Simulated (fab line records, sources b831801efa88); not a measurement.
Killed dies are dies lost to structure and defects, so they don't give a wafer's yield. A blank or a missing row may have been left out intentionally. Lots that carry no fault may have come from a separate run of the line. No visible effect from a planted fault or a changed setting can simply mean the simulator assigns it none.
Problem report in the 8D (eight disciplines) form, filled by code / flow gf180mcu / the parts of the form that need people (team, actions taken, sign-off) are left out

1. PROBLEM STATEMENT
Mean LVPWELL_RS at GF_VT_IMPLANT_RS_MEAS_48: 1231.6 ohm/sq over 6 wafers in 2 lots; fault-free wafers: 1196.2 ohm/sq, standard deviation 2.3. That puts it +15 standard deviations away from the usual mean.
The step: measures by four-point-probe.
The first sign was on wafer L783.1 at day 10 23:55, on film_metro-01. Wafers with a number at this step in the record: 39, from 13 lots. Rule for "out" (also "out of limits"): further than 4 standard deviations from the usual mean. The rest of the wafers with a number are treated as sound.

2. WHAT IT IS, WHAT IT ISN'T
question=which readings at this step | is=LVPWELL_RS | is not=-
question=which lots | is=L783, L784 | is not=L772, L775, L776, L781, L785, L786, L787, L788, L790, L792, L794
question=which wafers of those lots | is=all that have a number | is not=-
question=read on which gauges | is=film_metro-01 | is not=film_metro-02, film_metro-04
question=when | is=from day 10 23:55 | is not=up to then (12 sound wafers); but 21 sound wafers of L785, L786, L787, L788, L790, L792, L794 came after

3. THE SUSPECTS, EACH WITH WHAT RULES IT OUT
Counting: a tool at any process step up to the reading remains a suspect when it ran all the lots that are out and ran no sound lot after the first of those.
- the gauge at GF_VT_IMPLANT_RS_MEAS_48 has been ruled out. All the wafers that are out were read on film_metro-01, but those of them that GF_LVPWELL_IMPLANT_09 has rows for are out there too, on other tools.
- implanter-03 at GF_LVPWELL_IMPLANT_09: kept. It processed each lot that is out, first L783 at day 6 16:46, and no sound lot thereafter; up to then, the last sound lot it processed was L781 at day 6 09:38. Its own dose_ions_cm2, faraday_current_uA readings are out on those wafers.
The count leaves implanter-03 at GF_LVPWELL_IMPLANT_09.

4. THE CAUSE (what the simulator had put in)
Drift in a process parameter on implanter-03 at GF_LVPWELL_IMPLANT_09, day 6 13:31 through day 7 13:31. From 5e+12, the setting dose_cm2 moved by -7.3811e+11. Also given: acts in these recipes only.
The count eliminated every tool but this one.

5. SEQUENCE OF EFFECTS, ordered by route
Rows list readings where the struck wafers' mean (over those with a number) sits beyond 3 standard deviations from the usual. Readings are gone through only where the record gives a usual standard deviation; hours: the median, over the lots, of the time from a lot's start at the first step in this table giving one to that lot's start at this step; sigmas: the change measured in usual standard deviations.
hours=0; step=GF_LVPWELL_IMPLANT_09; reading=dose_ions_cm2; usual=5e+12; on struck wafers=4e+12; change=-7e+11; sigmas=-99 or more
hours=0; step=GF_LVPWELL_IMPLANT_09; reading=faraday_current_uA; usual=28.2; on struck wafers=23.9; change=-4.3; sigmas=-6.8
hours=103; step=GF_VT_IMPLANT_RS_MEAS_48; reading=LVPWELL_RS; usual=1196.2 ohm/sq; on struck wafers=1231.6; change=+35.4; sigmas=+15
Here are the process steps it includes:
- GF_LVPWELL_IMPLANT_09

6. HOW IT WOULD HAVE BEEN CAUGHT EARLIER
Counted from the fault's start at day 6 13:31, it took 106 hours until the first out-of-limits reading at a measuring or inspecting step in this record, taken at day 10 23:55.
Tool's own readings at GF_LVPWELL_IMPLANT_09, dose_ions_cm2, faraday_current_uA: out on all struck wafers the step has rows for; an alarm limit on them would have tripped on the first.
By day 10 23:55 the whole set of lots that are out, 2 in number, had already begun GF_LVPWELL_IMPLANT_09 on implanter-03. Holding the tool at that point would not have protected any of them.
